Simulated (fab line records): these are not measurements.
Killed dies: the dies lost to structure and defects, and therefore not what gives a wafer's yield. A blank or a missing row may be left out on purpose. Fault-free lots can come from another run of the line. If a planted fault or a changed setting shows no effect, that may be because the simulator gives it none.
fab line records	flow sfqLine
record lots=6	wafers=18	lastDay=93
route steps=325 shown M1@62 I1@73 M2@88 I2@103 M8@325
lots untouched by any fault: they come from a run of this same line in which no faults occurred
startH: hours from the record's first day to the start of the lot's first wafer shown	waitH: hours from the lot's prior step to this one	" identical to the entry in the row above	L1.1+2: a row that stands for several wafers	- either no value or no given start	* or withheld: withheld	< > ~ a bound
route shown NAME@n: names a module that has steps shown in the file, with the first one's number in the route	usual: the fault-free wafers' mean and standard deviation	same: alike in all rows	chamber/n: place in a boat	sites: readings site by site	_std_site: standard deviation across them	_edge_site: the outer-site mean with the inner-site mean subtracted	radiusMm: for every site, how far away it sits from the centre of the wafer	mask NAME#n: copy n	behind: tool/chamber where the wafer was last shaped	hold: why the lot went on hold/how many hours it stayed there/how the hold came to an end	device: names the non-switching transistor (n, p or np)	end of line: at the end of the route, the tests of the same wafers	a step given without rows: its recipe and nothing more	killed: dies that structure and defects cost at the first sort, which is not the same as the wafer's yield	map: the dies of a wafer, with x for killed, . for not killed, _ for no die there
set.NAME: the setting that was run; set.NAME@STEP: the one run at that earlier step	model.NAME: the simulator's own value behind a step, which no gauge read
lots at selected steps of the route; one table per step, one row per wafer
services: the hour from which a tool's chamber was out of use, counted from the record's first day as startH (under 0 if before that day), plus the number of hours and why
## steps
# step SFQ_TRILAYER_M1_LITHO_COAT_044
# recipe resist=BARC	spinRpm=3000	resistThkNm=62
# step SFQ_TRILAYER_M1_LITHO_COAT_039
# recipe resist=KrF	spinRpm=3000	resistThkNm=600
# step SFQ_TRILAYER_M1_LITHO_SOFTBAKE_043
# recipe tempC=withheld	timeS=withheld	resist=KrF
# step SFQ_TRILAYER_M1_LITHO_EXPOSE_040
# recipe maskId=M1	na=0.6	sourceShape=conventional	sigmaOuter=0.65	targetCdNm=500	doseMj=14.4
# step SFQ_TRILAYER_M1_LITHO_PEB_042
# recipe pebTempC=115	pebTimeS=60	resist=KrF
# step SFQ_TRILAYER_M1_LITHO_DEVELOP_041
# recipe timeS=60	resist=KrF
# step SFQ_M1_OVL_MEAS_911
# usual M1_OVL=1/4.9
lot.wafer	tool	chamber	startH	waitH	M1_OVL[nm]
L428.1	overlay-02	-	482.02	0.1	7
L428.4	"	-	"	"	5
L428.5	"	-	"	"	1
L432.1	overlay-01	-	519.22	0.1	0
L432.2	"	-	"	"	1
L432.3	"	-	"	"	7
L442.2	overlay-01	-	623.88	0.1	2
L442.5	"	-	"	"	8
L442.6	"	-	"	"	1
L445.1	overlay-02	-	627.47	0.1	0
L445.2	"	-	"	"	5
L445.3	"	-	"	"	-1
L446.1	overlay-02	-	628.67	0.1	4
L446.5	"	-	"	"	4
L446.6	"	-	"	"	4
L450.2	overlay-02	-	633.48	0.1	-5
L450.4	"	-	"	"	-3
L450.5	"	-	"	"	-5
# step SFQ_TRILAYER_M1_BARC_OPEN_METAL_ETCH_054
# recipe maskMaterial=PR	chemistry=O2	targetDepthNm=125	target=BARC	icpW=600	biasW=80	pressureMtorr=10	timeS=41.7
# step SFQ_TRILAYER_M1_ETCH_METAL_ETCH_042
# recipe target=Nb	stopOn=SiO2	maskMaterial=PR	chemistry=Cl2/Ar	targetDepthNm=240	icpW=600	biasW=80	pressureMtorr=10	timeS=120
# usual drypumpMotorCurrentA=5.9/0.35	oesProductAu=0.896/0.0068
lot.wafer	tool	chamber	startH	waitH	drypumpMotorCurrentA	oesProductAu	rfHoursCounterH
L428.1	rieMetal-03	0	482.12	0.0	5.5	0.893	103
L428.4	"	0	"	"	5.5	0.897	-
L428.5	"	0	"	"	5.5	0.903	-
L432.1	rieMetal-01	1	519.31	0.0	5.9	0.906	141
L432.2	"	0	"	"	5.7	0.895	52
L432.3	"	0	"	"	5.7	0.898	-
L442.2	rieMetal-04	1	623.97	0.0	6.3	0.889	134
L442.5	"	1	"	"	6.2	0.888	-
L442.6	"	0	"	"	5.7	0.890	-
L445.1	rieMetal-03	0	627.57	0.0	5.4	0.899	124
L445.2	"	1	"	"	6.3	0.912	76
L445.3	"	1	"	"	6.3	0.903	-
L446.1	rieMetal-04	0	628.77	0.0	5.7	0.910	22
L446.5	"	1	"	"	6.3	0.904	-
L446.6	"	0	"	"	5.7	0.903	-
L450.2	rieMetal-04	1	633.57	0.0	6.2	0.894	136
L450.4	"	1	"	"	6.3	0.883	-
L450.5	"	1	"	"	6.2	0.891	-
# step SFQ_TRILAYER_M1_STRIP_STRIP_043
# recipe gas=O2	powerW=200	platenTempC=40	overashFraction=0.65	chemistry=O2	pressureMtorr=50
# step SFQ_TRILAYER_M1_STRIP_SOLV_CLEAN_044
# recipe chemistry=NMP	tempC=70	timeS=600
# step SFQ_TRILAYER_I1_DEP_PECVD_045
# recipe material=SiO2	tempC=150	timeS=111.11	pressureTorr=2.4	rfW=183.3	precursor=SiH4/N2O	targetThkNm=500
# usual heaterPowerW=84/10	showerheadVppV=848/47	throttleValvePct=24.2/1.2
lot.wafer	tool	chamber	startH	waitH	heaterPowerW	showerheadVppV	throttleValvePct
L428.1	pecvd-01	1	483.02	0.0	97	788	24.3
L428.4	"	1	"	"	99	774	24.0
L428.5	"	0	"	"	78	837	26.3
L432.1	pecvd-04	1	520.21	0.0	77	868	25.0
L432.2	"	0	"	"	85	891	25.1
L432.3	"	2	"	"	79	896	26.3
L442.2	pecvd-04	0	624.87	0.0	87	903	23.2
L442.5	"	0	"	"	90	904	23.0
L442.6	"	2	"	"	73	902	24.1
L445.1	pecvd-04	0	628.47	0.0	92	898	23.2
L445.2	"	1	"	"	66	860	22.4
L445.3	"	2	"	"	77	913	24.0
L446.1	pecvd-03	2	629.67	0.0	76	769	23.5
L446.5	"	2	"	"	80	750	23.5
L446.6	"	1	"	"	86	835	24.2
L450.2	pecvd-01	1	634.49	0.0	94	785	24.3
L450.4	"	2	"	"	80	841	23.3
L450.5	"	0	"	"	93	831	26.1
# step SFQ_TRILAYER_I1_CMP_CMP_046
# recipe material=SiO2	downForcePsi=3	platenRpm=60	padVelocityMS=0.94248
# usual headPressurePsi=3.000/0.0064	motorCurrentA=10.4/1.3	slurryFilterDpKPa=13.48/0.13	timeToEndpointS=217/6.7
lot.wafer	tool	chamber	startH	waitH	headPressurePsi	motorCurrentA	slurryFilterDpKPa	timeToEndpointS	model.SiO2_of_TRILAYER_I1_DEP_PECVD_045.thkNm
L428.4	cmp-01	0	484.56	1.5	3.003	11.2	13.71	220	200.7
L428.1	"	1	"	"	3.001	10.5	13.25	218	201.3
L428.5	"	3	486.06	3.0	2.999	8.3	13.53	218	200.9
L432.3	cmp-02	2	521.58	1.3	3.002	9.5	13.37	216	199.2
L432.1	"	3	"	"	3.007	9.6	13.56	214	198.8
L432.2	"	0	"	"	2.999	12.9	13.58	215	199.5
L442.2	cmp-02	3	628.85	3.9	2.994	9.9	13.35	273	303
L442.6	"	0	"	"	3.006	13.5	13.63	213	199.8
L442.5	"	1	"	"	2.987	9.2	13.28	285	306.8
L445.1	cmp-02	2	633.85	5.3	3.001	10.2	13.36	222	200.5
L445.3	"	3	"	"	3.004	9.6	13.57	214	201.7
L445.2	"	0	"	"	3.002	12.5	13.47	273	303.8
L446.1	cmp-01	1	636.65	6.9	3.000	11.5	13.56	229	200.4
L446.5	"	2	"	"	3.003	11.1	13.47	222	199.9
L446.6	"	3	"	"	3.003	8.4	13.65	223	200.1
L450.4	cmp-01	1	641.65	7.1	3.007	10.5	13.54	218	201.7
L450.2	"	2	"	"	3.002	12.1	13.41	206	199.8
L450.5	"	0	643.15	8.6	3.004	10.6	13.48	214	201.3
# step SFQ_I1_BOW_MEAS_912
# recipe mode=bow
# usual I1_BOW=2/7.5
lot.wafer	tool	chamber	startH	waitH	I1_BOW[um]
L428.1	filmMetro-04	-	487.06	1.5	8
L428.4	"	-	"	"	14
L428.5	"	-	"	"	-2
L432.1	filmMetro-02	-	524.58	2.0	7
L432.2	"	-	"	"	9
L432.3	"	-	"	"	14
L442.2	filmMetro-01	-	630.37	1.0	11
L442.5	"	-	"	"	8
L442.6	"	-	"	"	-10
L445.1	filmMetro-01	-	636.35	2.0	-3
L445.2	"	-	"	"	8
L445.3	"	-	"	"	8
L446.1	filmMetro-02	-	638.15	1.0	9
L446.5	"	-	"	"	-2
L446.6	"	-	"	"	-6
L450.2	filmMetro-04	-	644.17	1.5	2
L450.4	"	-	"	"	-3
L450.5	"	-	"	"	-8
# step SFQ_TRILAYER_I1_METRO_MEASURE_047
# usual thkNm=200.4/0.89
lot.wafer	tool	chamber	startH	waitH	thkNm
L428.1	filmMetro-04	-	487.18	0.1	201.4
L428.4	"	-	"	"	200.5
L428.5	"	-	"	"	200.9
L432.1	filmMetro-02	-	524.70	0.1	198.8
L432.2	"	-	"	"	199.5
L432.3	"	-	"	"	199.3
L442.2	filmMetro-01	-	630.67	0.3	302.9
L442.5	"	-	"	"	307.0
L442.6	"	-	"	"	199.8
L445.1	filmMetro-01	-	636.47	0.1	200.5
L445.2	"	-	"	"	303.8
L445.3	"	-	"	"	201.9
L446.1	filmMetro-02	-	638.27	0.1	200.3
L446.5	"	-	"	"	200.0
L446.6	"	-	"	"	200.1
L450.2	filmMetro-04	-	644.47	0.3	199.9
L450.4	"	-	"	"	201.8
L450.5	"	-	"	"	201.1
# step SFQ_TRILAYER_I1_VIA_LITHO_COAT_054
# recipe resist=BARC	spinRpm=3000	resistThkNm=62
# step SFQ_TRILAYER_I1_VIA_LITHO_COAT_049
# recipe resist=KrF	spinRpm=3000	resistThkNm=650
# step SFQ_TRILAYER_I1_VIA_LITHO_SOFTBAKE_053
# recipe tempC=withheld	timeS=withheld	resist=KrF
# step SFQ_TRILAYER_I1_VIA_LITHO_EXPOSE_050
# recipe maskId=I1	na=0.6	sourceShape=conventional	sigmaOuter=0.65	targetCdNm=500	doseMj=21.3
# step SFQ_TRILAYER_I1_VIA_LITHO_PEB_052
# recipe pebTempC=115	pebTimeS=60	resist=KrF
# step SFQ_TRILAYER_I1_VIA_LITHO_DEVELOP_051
# recipe timeS=60	resist=KrF
# step SFQ_I1_OVL_MEAS_913
# usual I1_OVL=1/5.5
lot.wafer	tool	chamber	startH	waitH	I1_OVL[nm]
L428.1	overlay-02	-	649.51	0.1	-1
L428.4	"	-	"	"	0
L428.5	"	-	"	"	6
L432.1	overlay-01	-	681.46	0.1	3
L432.2	"	-	"	"	6
L432.3	"	-	"	"	2
L442.2	overlay-02	-	762.63	0.1	2
L442.5	"	-	"	"	-1
L442.6	"	-	"	"	1
L445.1	overlay-02	-	769.83	0.1	2
L445.2	"	-	"	"	1
L445.3	"	-	"	"	8
L446.1	overlay-02	-	771.03	0.1	5
L446.5	"	-	"	"	9
L446.6	"	-	"	"	4
L450.2	overlay-02	-	778.74	0.1	-1
L450.4	"	-	"	"	-7
L450.5	"	-	"	"	-2
# step SFQ_TRILAYER_I1_VIA_BARC_OPEN_VIA_ETCH_071
# recipe maskMaterial=PR	chemistry=O2	targetDepthNm=125	target=BARC	sourceW=500	biasW=80	pressureMtorr=30	timeS=41.7
# usual drypumpMotorCurrentA=5.8/0.5	oesProductAu=0.684/0.0048
lot.wafer	tool	chamber	startH	waitH	drypumpMotorCurrentA	oesProductAu	rfHoursCounterH
L428.1	rieDiel-01	0	649.54	0.0	5.8	0.690	10
L428.4	"	2	"	"	5.1	0.682	7
L428.5	"	2	"	"	5.1	0.688	-
L432.1	rieDiel-03	1	681.50	0.0	5.7	0.680	16
L432.2	"	3	"	"	4.9	0.680	8
L432.3	"	2	"	"	6.3	0.691	6
L442.2	rieDiel-03	3	762.66	0.0	4.9	0.684	9
L442.5	"	3	"	"	4.9	0.685	-
L442.6	"	2	"	"	6.2	0.682	-
L445.1	rieDiel-03	0	769.86	0.0	5.7	0.683	1
L445.2	"	1	"	"	5.7	0.688	17
L445.3	"	3	"	"	4.9	0.683	9
L446.1	rieDiel-04	0	771.06	0.0	5.8	0.676	27
L446.5	"	0	"	"	5.8	0.687	-
L446.6	"	1	"	"	5.6	0.685	-
L450.2	rieDiel-03	0	778.77	0.0	5.7	0.692	1
L450.4	"	3	"	"	4.9	0.686	9
L450.5	"	0	"	"	5.7	0.680	-
# step SFQ_TRILAYER_I1_VIA_ETCH_VIA_ETCH_052
# recipe target=SiO2	stopOn=Nb	maskMaterial=PR	taperDeg=20	chemistry=CHF3	targetDepthNm=260	sourceW=500	biasW=80	pressureMtorr=30	timeS=withheld
# usual drypumpMotorCurrentA=5.8/0.5	oesProductAu=0.856/0.005
lot.wafer	tool	chamber	startH	waitH	drypumpMotorCurrentA	oesProductAu	model.etch.depthNm	model.I1.featureDepthNm
L428.1	rieDiel-01	0	649.58	0.0	5.8	0.859	201.3	201.3
L428.4	"	2	"	"	5.1	0.863	200.7	200.7
L428.5	"	2	"	"	5.1	0.853	200.9	200.9
L432.1	rieDiel-03	1	681.54	0.0	5.7	0.848	198.8	198.8
L432.2	"	3	"	"	4.9	0.856	199.5	199.5
L432.3	"	2	"	"	6.3	0.851	199.2	199.2
L442.2	rieDiel-03	3	762.70	0.0	4.9	0.994	260.5	260.5
L442.5	"	3	"	"	4.9	0.997	258.8	258.8
L442.6	"	2	"	"	6.3	0.854	199.8	199.8
L445.1	rieDiel-03	0	769.90	0.0	5.7	0.853	200.5	200.5
L445.2	"	1	"	"	5.7	0.996	258.2	258.2
L445.3	"	3	"	"	4.9	0.854	201.7	201.7
L446.1	rieDiel-04	0	771.10	0.0	5.8	0.858	200.4	200.4
L446.5	"	0	"	"	5.8	0.854	199.9	199.9
L446.6	"	1	"	"	5.7	0.851	200.1	200.1
L450.2	rieDiel-03	0	778.81	0.0	5.7	0.851	199.8	199.8
L450.4	"	3	"	"	4.9	0.850	201.7	201.7
L450.5	"	0	"	"	5.7	0.855	201.3	201.3
# step SFQ_TRILAYER_I1_VIA_STRIP_STRIP_053
# recipe gas=O2	powerW=200	platenTempC=40	overashFraction=0.65	chemistry=O2	pressureMtorr=50
# step SFQ_TRILAYER_I1_VIA_STRIP_SOLV_CLEAN_054
# recipe chemistry=NMP	tempC=70	timeS=600
# step SFQ_TRILAYER_M2_DEP_PRE_CLEAN_056
# recipe gas=Ar	timeS=22.5	biasV=250
lot.wafer	tool	chamber	startH	waitH	model.SiO2_of_TRILAYER_I1_DEP_PECVD_045.thkNm
L428.1	pvdSputter-04	-	650.47	0.0	193.8
L428.4	"	-	"	"	193.2
L428.5	"	-	"	"	193.4
L432.1	pvdSputter-03	-	682.43	0.0	191.3
L432.2	"	-	"	"	192
L432.3	"	-	"	"	191.7
L442.2	pvdSputter-05	-	763.59	0.0	295.5
L442.5	"	-	"	"	299.3
L442.6	"	-	"	"	192.3
L445.1	pvdSputter-05	-	770.79	0.0	193
L445.2	"	-	"	"	296.3
L445.3	"	-	"	"	194.2
L446.1	pvdSputter-04	-	771.99	0.0	192.9
L446.5	"	-	"	"	192.4
L446.6	"	-	"	"	192.6
L450.2	pvdSputter-03	-	779.70	0.0	192.3
L450.4	"	-	"	"	194.2
L450.5	"	-	"	"	193.8
# step SFQ_TRILAYER_M2_DEP_SPUTTER_055
# recipe material=Nb	basePressurePa=1.33e-06	chamberPressurePa=0.1333	substrateTempC=20	resputterCathodeVoltageV=400	targetThkNm=200	powerW=2000	timeS=133.3
# step SFQ_M2_RS_MEAS_914
# recipe thkMeasGauge=four-point-probe	reads=Nb_of_TRILAYER_M2_DEP_SPUTTER_055
# usual M2_NB_RS=0.892/0.009
lot.wafer	tool	chamber	startH	waitH	M2_NB_RS[ohm/sq]
L428.1	filmMetro-01	-	650.59	0.0	0.893
L428.4	"	-	"	"	0.898
L428.5	"	-	"	"	0.895
L432.1	filmMetro-01	-	682.55	0.0	0.901
L432.2	"	-	"	"	0.906
L432.3	"	-	"	"	0.900
L442.2	filmMetro-03	-	763.73	0.1	0.901
L442.5	"	-	"	"	0.896
L442.6	"	-	"	"	0.903
L445.1	filmMetro-01	-	770.91	0.0	0.906
L445.2	"	-	"	"	0.910
L445.3	"	-	"	"	0.904
L446.1	filmMetro-02	-	772.11	0.0	0.873
L446.5	"	-	"	"	0.875
L446.6	"	-	"	"	0.881
L450.2	filmMetro-03	-	779.84	0.1	0.892
L450.4	"	-	"	"	0.894
L450.5	"	-	"	"	0.896
# step SFQ_TRILAYER_M2_LITHO_COAT_062
# recipe resist=BARC	spinRpm=3000	resistThkNm=62
# step SFQ_TRILAYER_M2_LITHO_COAT_057
# recipe resist=KrF	spinRpm=3000	resistThkNm=600
# step SFQ_TRILAYER_M2_LITHO_SOFTBAKE_061
# recipe tempC=withheld	timeS=withheld	resist=KrF
# step SFQ_TRILAYER_M2_LITHO_EXPOSE_058
# recipe maskId=M2	na=0.6	sourceShape=conventional	sigmaOuter=0.65	targetCdNm=500	doseMj=14.4
# step SFQ_TRILAYER_M2_LITHO_PEB_060
# recipe pebTempC=115	pebTimeS=60	resist=KrF
# step SFQ_TRILAYER_M2_LITHO_DEVELOP_059
# recipe timeS=60	resist=KrF
# step SFQ_M2_OVL_MEAS_916
# usual M2_OVL=3/5.6
lot.wafer	tool	chamber	startH	waitH	M2_OVL[nm]
L428.1	overlay-02	-	653.02	0.1	-3
L428.4	"	-	"	"	0
L428.5	"	-	"	"	-5
L432.1	overlay-02	-	821.26	0.1	7
L432.2	"	-	"	"	2
L432.3	"	-	"	"	7
L442.2	overlay-02	-	904.44	0.1	5
L442.5	"	-	"	"	11
L442.6	"	-	"	"	-1
L445.1	overlay-01	-	915.23	0.1	14
L445.2	"	-	"	"	15
L445.3	"	-	"	"	15
L446.1	overlay-01	-	917.63	0.1	-7
L446.5	"	-	"	"	-4
L446.6	"	-	"	"	1
L450.2	overlay-02	-	926.04	0.1	-6
L450.4	"	-	"	"	-5
L450.5	"	-	"	"	-3
# step SFQ_TRILAYER_M2_BARC_OPEN_METAL_ETCH_077
# recipe maskMaterial=PR	chemistry=O2	targetDepthNm=125	target=BARC	icpW=600	biasW=80	pressureMtorr=10	timeS=41.7
# step SFQ_TRILAYER_M2_ETCH_METAL_ETCH_060
# recipe target=Nb	stopOn=SiO2	maskMaterial=PR	chemistry=Cl2/Ar	targetDepthNm=240	icpW=600	biasW=80	pressureMtorr=10	timeS=120
# usual drypumpMotorCurrentA=6.1/0.45	oesProductAu=0.893/0.0068
lot.wafer	tool	chamber	startH	waitH	drypumpMotorCurrentA	oesProductAu	rfHoursCounterH
L428.1	rieMetal-02	0	653.12	0.0	6.4	0.892	20
L428.4	"	0	"	"	6.4	0.892	-
L428.5	"	1	"	"	6.8	0.892	-
L432.1	rieMetal-04	1	821.36	0.0	6.2	0.881	10
L432.2	"	0	"	"	5.7	0.885	50
L432.3	"	1	"	"	6.2	0.888	-
L442.2	rieMetal-04	1	904.53	0.0	6.2	0.893	21
L442.5	"	0	"	"	5.7	0.896	-
L442.6	"	1	"	"	6.2	0.887	-
L445.1	rieMetal-04	0	915.33	0.0	5.6	0.885	61
L445.2	"	1	"	"	6.2	0.877	22
L445.3	"	1	"	"	6.3	0.883	-
L446.1	rieMetal-02	1	917.73	0.0	6.8	0.901	107
L446.5	"	1	"	"	6.8	0.901	-
L446.6	"	0	"	"	6.4	0.896	-
L450.2	rieMetal-03	0	926.13	0.0	5.4	0.889	18
L450.4	"	0	"	"	5.5	0.891	-
L450.5	"	1	"	"	6.3	0.882	-
# step SFQ_TRILAYER_M2_STRIP_STRIP_061
# recipe gas=O2	powerW=200	platenTempC=40	overashFraction=0.65	chemistry=O2	pressureMtorr=50
# usual drypumpMotorCurrentA=6.1/0.45	oesProductAu=1.003/0.0067
lot.wafer	tool	chamber	startH	waitH	drypumpMotorCurrentA	oesProductAu	rfHoursCounterH
L428.1	rieMetal-02	0	653.24	0.1	6.4	0.987	20
L428.4	"	0	"	"	6.4	0.996	-
L428.5	"	1	"	"	6.8	1.014	-
L432.1	rieMetal-04	1	821.48	0.1	6.3	0.994	11
L432.2	"	0	"	"	5.6	1.009	50
L432.3	"	1	"	"	6.3	1.010	-
L442.2	rieMetal-04	1	904.66	0.1	6.2	1.011	21
L442.5	"	0	"	"	5.7	1.007	-
L442.6	"	1	"	"	6.2	1.006	-
L445.1	rieMetal-04	0	915.46	0.1	5.7	0.999	62
L445.2	"	1	"	"	6.3	1.008	22
L445.3	"	1	"	"	6.3	1.005	-
L446.1	rieMetal-02	1	917.86	0.1	6.8	1.005	108
L446.5	"	1	"	"	6.8	1.013	-
L446.6	"	0	"	"	6.4	1.002	-
L450.2	rieMetal-03	0	926.26	0.1	5.4	0.997	18
L450.4	"	0	"	"	5.4	1.005	-
L450.5	"	1	"	"	6.3	1.008	-
# step SFQ_TRILAYER_M2_STRIP_SOLV_CLEAN_062
# recipe chemistry=NMP	tempC=70	timeS=600
# step SFQ_TRILAYER_I2_DEP_PECVD_063
# recipe material=SiO2	tempC=150	timeS=111.11	pressureTorr=2.4	rfW=183.3	precursor=SiH4/N2O	targetThkNm=500
# step SFQ_M8_BOW_MEAS_951
# recipe mode=bow
# usual M8_BOW=8/12
lot.wafer	tool	chamber	startH	waitH	M8_BOW[um]	model.etest.i1.linkOhm
L428.1	filmMetro-04	-	2054.08	0.0	18	1.973
L428.4	"	-	"	"	25	1.97
L428.5	"	-	"	"	9	1.97
L432.1	filmMetro-04	-	2120.87	0.0	15	1.964
L432.2	"	-	"	"	18	1.973
L432.3	"	-	"	"	24	1.967
L442.2	filmMetro-02	-	2159.49	0.0	14	1e+06
L442.5	"	-	"	"	10	1e+06
L442.6	"	-	"	"	-8	1.993
L445.1	filmMetro-04	-	2172.77	0.0	-2	1.981
L445.2	"	-	"	"	7	1e+06
L445.3	"	-	"	"	6	1.978
L446.1	filmMetro-04	-	2205.12	0.0	14	1.93
L446.5	"	-	"	"	3	1.932
L446.6	"	-	"	"	-2	1.942
L450.2	filmMetro-02	-	2220.23	0.0	-8	1.969
L450.4	"	-	"	"	-14	1.985
L450.5	"	-	"	"	-17	1.978
## services
tool	chamber	startH	hours	kind
cmp-02	-	471.42	1.6	repair
pecvd-04	-	501.10	12.0	repair
rieMetal-04	1	504.60	2.9	repair
rieMetal-03	-	525.62	2.8	pm
cmp-01	-	533.24	7.4	repair
rieDiel-03	-	537.88	15.4	repair
rieDiel-03	-	545.56	1.0	repair
pecvd-04	-	563.75	14.0	pm
cmp-02	-	572.06	4.0	pm
cmp-02	-	590.02	1.3	repair
rieMetal-03	0	640.01	8.3	repair
cmp-01	-	647.21	2.1	repair
rieDiel-03	-	647.39	2.8	pm
rieDiel-03	2	657.84	15.3	repair
cmp-02	-	661.74	3.5	repair
rieMetal-02	-	669.02	0.1	repair
rieMetal-04	0	677.21	5.1	repair
rieMetal-02	1	699.83	1.4	repair
cmp-01	-	707.75	4.1	pm
cmp-01	-	731.44	6.0	pm
rieDiel-03	3	779.23	17.2	repair
rieMetal-04	0	800.68	15.5	repair
rieMetal-02	-	888.46	1.4	pm
rieMetal-03	1	900.67	1.8	repair
## key
firstSign step=SFQ_TRILAYER_I1_CMP_CMP_046	reading=timeToEndpointS	direction=up	sigmas=9	usual=*	struck=*
effect step=SFQ_TRILAYER_I1_METRO_MEASURE_047	reading=thkNm	direction=up	sigmas=99+	usual=200.4	struck=304.5
effect step=SFQ_TRILAYER_I1_VIA_ETCH_VIA_ETCH_052	reading=oesProductAu	direction=up	sigmas=28	usual=0.856	struck=0.995
modelEffect step=SFQ_TRILAYER_I1_CMP_CMP_046	value=SiO2_of_TRILAYER_I1_DEP_PECVD_045.thkNm	without=200.5	struck=304.5
modelEffect step=SFQ_TRILAYER_I1_VIA_ETCH_VIA_ETCH_052	value=etch.depthNm	without=200.5	struck=259.2
modelEffect step=SFQ_TRILAYER_M2_DEP_PRE_CLEAN_056	value=SiO2_of_TRILAYER_I1_DEP_PECVD_045.thkNm	without=193	struck=297
modelEffect step=SFQ_M8_BOW_MEAS_951	value=etest.i1.linkOhm	without=1.984	struck=1e+06
metAt SFQ_TRILAYER_I1_CMP_CMP_046
struckWafers L442.2,L442.5,L445.2
onsetBetween 521.58 628.85
fault kind=processParameterDrift	tool=cmp-02	chamber=-	onsetH=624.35	steps=SFQ_TRILAYER_I1_CMP_CMP_046	channel=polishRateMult	offset=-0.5	shape=step	endH=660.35	scope=struckWafersOnly
